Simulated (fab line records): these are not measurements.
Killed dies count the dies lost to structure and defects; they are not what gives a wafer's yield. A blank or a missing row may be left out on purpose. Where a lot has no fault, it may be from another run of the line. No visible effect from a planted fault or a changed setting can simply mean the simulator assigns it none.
Struck lot and sound lot, side by side    flow sky130    16 out of 708 route steps
Sound: wafers L202.1, L202.4, L202.6. Struck: wafers L214.4, L214.5. (L214.6 of the same lot was not struck and is left out.) The cause comes at the end.
For every step that has rows: the tool of each side, followed by ch and its chambers, followed by its first start. Under that, the readings that differ: sound wafers    struck wafers    difference of the means    sigmas: that difference in standard deviations of wafers without a fault.
alike: words and numbers the same on both sides, and readings whose means are apart by under 2 such deviations; not compared: readings that were withheld, readings missing a value for some wafer, numbers with overlapping values and no deviation given by the record, and bounds like >300 which may hide the same value.
Wherever a step has rows on one side only, a row that says differs or no value, or a row with sigmas, the two part there. Numbers that have no deviation but don't overlap get no sigmas and don't part them. A reading missing from all wafers of one side parts the sides only when that side holds two or more wafers.

first, 2 steps without rows for these wafers: SKY_CONTACT_PEB_12; SKY_CONTACT_DEVELOP_13 (develop time 60 s).
SKY_CONTACT_CD_MEAS_14: target cd 170 nm.
  sound on cd_sem-01, day 31 14:43; struck on cd_sem-02, day 35 19:35
  alike: cd_nm
SKY_CONTACT_OVL_MEAS_15:
  sound on overlay-01, day 31 14:50; struck on overlay-02, day 35 19:40
  alike: CONTACT_OVL
SKY_CONTACT_ETCH_16: etches BARC in N2/H2, stops on SiO2, time 45.9 s, target depth 60 nm.
  sound on rie_diel-04 ch 2,3, day 31 14:53; struck on rie_diel-02 ch 2, day 35 19:41
  alike: drypump_motor_current_A, oes_product_au, throttle_valve_pct
  not compared: rf_hours_counter_h
SKY_CONTACT_ETCH_17: etches SiO2 in C4F8/O2/Ar, stops on Si3N4, target depth 340 nm.
  sound on rie_diel-04 ch 2,3, day 31 14:55; struck on rie_diel-02 ch 2, day 35 19:44
  alike: oes_product_au
SKY_CONTACT_ETCH_18: etches Si3N4 in CHF3/O2, stops on TiN, time 39 s, target depth 75 nm.
  sound: rie_diel-04 ch 2,3; struck: rie_diel-02 ch 2
  alike: drypump_motor_current_A, oes_product_au, throttle_valve_pct
  not compared: rf_hours_counter_h
SKY_CONTACT_STRIP_19: strips in O2/N2.
  sound on plasma_asher-02 ch 0,1, day 31 15:01; struck on plasma_asher-02 ch 0,1, day 35 19:51
  alike: drypump_motor_current_A, oes_product_au, strip_time_to_endpoint_s
  not compared: rf_hours_counter_h
then, 3 steps without rows for these wafers: SKY_CONTACT_STRIP_20 (strips in post etch residue remover, time 1200 s); SKY_CONTACT_CLEAN_21 (cleans in IPA, time 180 s); SKY_CONTACT_CLEAN_22 (cleans in O3/DIW).
SKY_CONTACT_SPUTTER_23: material TiN, target thk 20 nm, time 80 s.
  sound on pvd_sputter-04, day 31 16:02; struck on pvd_sputter-04, day 35 20:25
  alike: throttle_valve_pct
SKY_CONTACT_CVD_24: deposits W, target thk 340 nm, time 102.12 s.
  sound on cvd_w-02 ch 0,1, day 31 16:06; struck on cvd_w-02 ch 0, day 35 20:31
reading                                sound              struck       difference  sigmas
chamber_pressure_Torr (Torr)           39.94 39.92 40.17  35.30 35.16  -4.78       -55
model.W_of_CONTACT_CVD_24.thk_nm (nm)  351.9 345.3 343.5  325.9 328.3  -19.8       
  alike: heater_power_w
SKY_CONTACT_RS_MEAS_25: the measuring method here is four-point-probe.
  sound on film_metro-04, day 31 16:13; struck on film_metro-02, day 35 20:39
reading                sound              struck       difference  sigmas
CONTACT_W_RS (ohm/sq)  0.326 0.333 0.334  0.353 0.350  +0.020      +4
SKY_CONTACT_THK_MEAS_26: measures by xrf.
  sound on film_metro-04, day 31 16:20; struck on film_metro-02, day 35 20:44
reading             sound        struck   difference  sigmas
CONTACT_W_THK (nm)  340 332 331  315 316  -19         -4
then, 1 step without rows for these wafers: SKY_PAD_OPEN_PROBE_99.

## WHERE THEY PART
First at SKY_CONTACT_CVD_24; last, within this record, at SKY_CONTACT_THK_MEAS_26.

WHY: what had been put in by the simulator
cvd_w-02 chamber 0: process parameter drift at SKY_CONTACT_CVD_24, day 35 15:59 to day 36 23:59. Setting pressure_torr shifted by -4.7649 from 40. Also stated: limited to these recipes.
